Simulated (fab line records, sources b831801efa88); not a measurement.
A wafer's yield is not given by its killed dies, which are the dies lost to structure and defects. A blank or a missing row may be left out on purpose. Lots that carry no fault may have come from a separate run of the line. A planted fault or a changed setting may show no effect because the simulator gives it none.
Chamber matching / flow sky130 / SKY_VIA4_CMP_21 on cmp-01: 4 sister chambers
The step polishes, stops on SiO2, t overpolish 25 s, target thk 0 nm. 8 wafers are shown with their chamber, then 11 later ones without.

== WAFERS, EACH WITH ITS CHAMBER ==
wafer=L083.6; chamber=0; motor current A (A)=9.4; time to endpoint s (s)=128
wafer=L084.5; chamber=2; motor current A (A)=12.6; time to endpoint s (s)=127
wafer=L085.5; chamber=2; motor current A (A)=13.1; time to endpoint s (s)=129
wafer=L085.6; chamber=3; motor current A (A)=13.5; time to endpoint s (s)=126
wafer=L086.1; chamber=0; motor current A (A)=9.2; time to endpoint s (s)=124
wafer=L086.2; chamber=3; motor current A (A)=13.7; time to endpoint s (s)=120
wafer=L086.5; chamber=1; motor current A (A)=10.9; time to endpoint s (s)=118
wafer=L088.1; chamber=1; motor current A (A)=11.4; time to endpoint s (s)=117

== WAFERS WHOSE CHAMBER IS MISSING ==
wafer=L088.2; motor current A (A)=9.2; time to endpoint s (s)=130
wafer=L088.4; motor current A (A)=13.1; time to endpoint s (s)=123
wafer=L089.2; motor current A (A)=11.3; time to endpoint s (s)=114
wafer=L089.4; motor current A (A)=13.4; time to endpoint s (s)=134
wafer=L089.5; motor current A (A)=11.3; time to endpoint s (s)=115
wafer=L090.1; motor current A (A)=9.8; time to endpoint s (s)=123
wafer=L090.4; motor current A (A)=13.0; time to endpoint s (s)=129
wafer=L090.6; motor current A (A)=8.9; time to endpoint s (s)=127
wafer=L092.1; motor current A (A)=9.7; time to endpoint s (s)=133
wafer=L092.5; motor current A (A)=13.2; time to endpoint s (s)=123
wafer=L092.6; motor current A (A)=12.8; time to endpoint s (s)=133

== CHAMBER TAKEN BY EACH ==
wafer=L088.2; from the rows above=0; in truth=0
wafer=L088.4; from the rows above=can't be placed: 3 or 2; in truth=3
wafer=L089.2; from the rows above=1; in truth=1
wafer=L089.4; from the rows above=can't be placed: 2 or 3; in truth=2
wafer=L089.5; from the rows above=1; in truth=1
wafer=L090.1; from the rows above=0; in truth=0
wafer=L090.4; from the rows above=2; in truth=2
wafer=L090.6; from the rows above=0; in truth=0
wafer=L092.1; from the rows above=0; in truth=0
wafer=L092.5; from the rows above=can't be placed: 3 or 2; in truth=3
wafer=L092.6; from the rows above=2; in truth=2
Correct placement for 8 of the 11. Can't be placed from these rows: 3 (the true chamber is among the candidates in 3). 0 placed wrongly.
How it was worked out, from the rows above alone: a wafer's distance from a chamber is the root of the sum, over the readings, of the square of ((its reading less the chamber's mean) divided by the reading's scatter). The wafer belongs to the nearest chamber; if the next one is less than 2 further off, it can't be placed. Each chamber's mean is taken over the wafers shown for it. The scatter: the root of (the sum of the squares of (reading less its chamber's mean) over the shown wafers, divided by (wafers less chambers)).
